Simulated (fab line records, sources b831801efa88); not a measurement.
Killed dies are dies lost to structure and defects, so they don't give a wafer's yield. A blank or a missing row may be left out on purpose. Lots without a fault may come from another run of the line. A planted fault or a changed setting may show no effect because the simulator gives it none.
Split-lot experiment | flow gf180mcu | 5 lots, 23 wafers read, on a route of 602 steps

THE SPLIT
At GF_TOP_METAL_SPUTTER_04 (material TiN, target thk 25 nm, time 20.8 s), the setting time_s was moved away from the recipe's 20.8 s on 8 of the 23 wafers read, by -14.2% to -6.1%. The other wafers ran this setting at the recipe's value.

The reading is taken at the split's own step.

THE READING
TiN_of_TOP_METAL_SPUTTER_04.thk_nm (the simulator's own value, which no gauge read), in nm, at GF_TOP_METAL_SPUTTER_04 (material TiN, target thk 25 nm, time 20.8 s). The file gives no usual value for it. The 15 wafers here that ran the recipe average 25.10 nm, standard deviation 0.19 nm.

wafer  | tool, chamber at the split | time_s as run, s | against the recipe | TiN_of_TOP_METAL_SPUTTER_04.thk_nm, nm | against lot-mates on the recipe
L074.1 | pvd_sputter-04, -          | 20.8             | recipe             | 25.18                                  | -
L074.2 | pvd_sputter-04, -          | 20.8             | recipe             | 24.98                                  | -
L074.4 | pvd_sputter-04, -          | 20.8             | recipe             | 25.29                                  | -
L074.5 | pvd_sputter-04, -          | 20.8             | recipe             | 24.96                                  | -
L074.6 | pvd_sputter-04, -          | 20.8             | recipe             | 25.39                                  | -
L077.1 | pvd_sputter-03, -          | 17.85            | -14.2%             | 21.91                                  | -3.38
L077.2 | pvd_sputter-03, -          | 20.8             | recipe             | 25.19                                  | -
L077.4 | pvd_sputter-03, -          | 17.85            | -14.2%             | 21.74                                  | -3.55
L077.5 | pvd_sputter-03, -          | 17.85            | -14.2%             | 21.58                                  | -3.71
L077.6 | pvd_sputter-03, -          | 20.8             | recipe             | 25.38                                  | -
L079.1 | pvd_sputter-01, -          | 20.8             | recipe             | 25.29                                  | -
L079.3 | pvd_sputter-01, -          | 20.8             | recipe             | 24.95                                  | -
L079.6 | pvd_sputter-01, -          | 20.8             | recipe             | 24.8                                   | -
L078.1 | pvd_sputter-01, -          | 19.54            | -6.1%              | 23.86                                  | -1.31
L078.2 | pvd_sputter-01, -          | 20.8             | recipe             | 25.34                                  | -
L078.4 | pvd_sputter-01, -          | 19.54            | -6.1%              | 23.73                                  | -1.44
L078.5 | pvd_sputter-01, -          | 19.54            | -6.1%              | 23.84                                  | -1.33
L078.6 | pvd_sputter-01, -          | 20.8             | recipe             | 25                                     | -
L084.1 | pvd_sputter-03, -          | 20.8             | recipe             | 24.83                                  | -
L084.2 | pvd_sputter-03, -          | 18.95            | -8.9%              | 22.77                                  | -2.17
L084.3 | pvd_sputter-03, -          | 20.8             | recipe             | 24.97                                  | -
L084.5 | pvd_sputter-03, -          | 18.95            | -8.9%              | 22.57                                  | -2.37
L084.6 | pvd_sputter-03, -          | 20.8             | recipe             | 25.01                                  | -

THE FIT
A straight line over all 23 wafers: TiN_of_TOP_METAL_SPUTTER_04.thk_nm changes by +0.241 nm for each +1% of time_s; r = +0.99; the points scatter about the line by 0.21 nm.
The same after taking each lot's own level away (the mean of its wafers on the recipe; 23 wafers): +0.249 nm for each +1%; r = +0.99; scatter 0.16 nm.
On that fit, the largest move of time_s shifts the reading by 3.5 nm.
The lots' own levels span 24.937 to 25.285 nm, that is 1.8 times the standard deviation above.
So the lot-to-lot level changes the slope little: the two slopes agree.
Check: with one of the wafers moved furthest among these (-14.2%) left out of the fit, the line predicts -3.56 nm for it against its lot-mates. It came out at -3.38 nm against them.

OTHER SPLITS ON THESE WAFERS
These wafers also went through other splits before the reading. Each is held against what the fit with the lots' levels taken away leaves over:
other split on the same wafers | wafers away from the commonest value | r with TiN_of_TOP_METAL_SPUTTER_04.thk_nm (lot level and that fit taken away)
GF_M3_SPUTTER_02 power_w       | 8                                    | -0.13
GF_V3_SPUTTER_22 time_s        | 10                                   | +0.04
GF_V4_CVD_00 sih4_flow_sccm    | 4                                    | -0.02
GF_V4_COAT_09 resist_thk_nm    | 11                                   | +0.02
GF_V4_ETCH_17 source_w         | 5                                    | +0.04
GF_M5_EXPOSE_04 dose_mj        | 7                                    | +0.17
GF_M5_PEB_05 peb_temp_c        | 9                                    | +0.15
GF_V5_CVD_00 sih4_flow_sccm    | 6                                    | -0.28

THE FILE'S OWN FIT
TiN_of_TOP_METAL_SPUTTER_04.thk_nm changes by +0.248 nm for each +1% of time_s, r = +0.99.
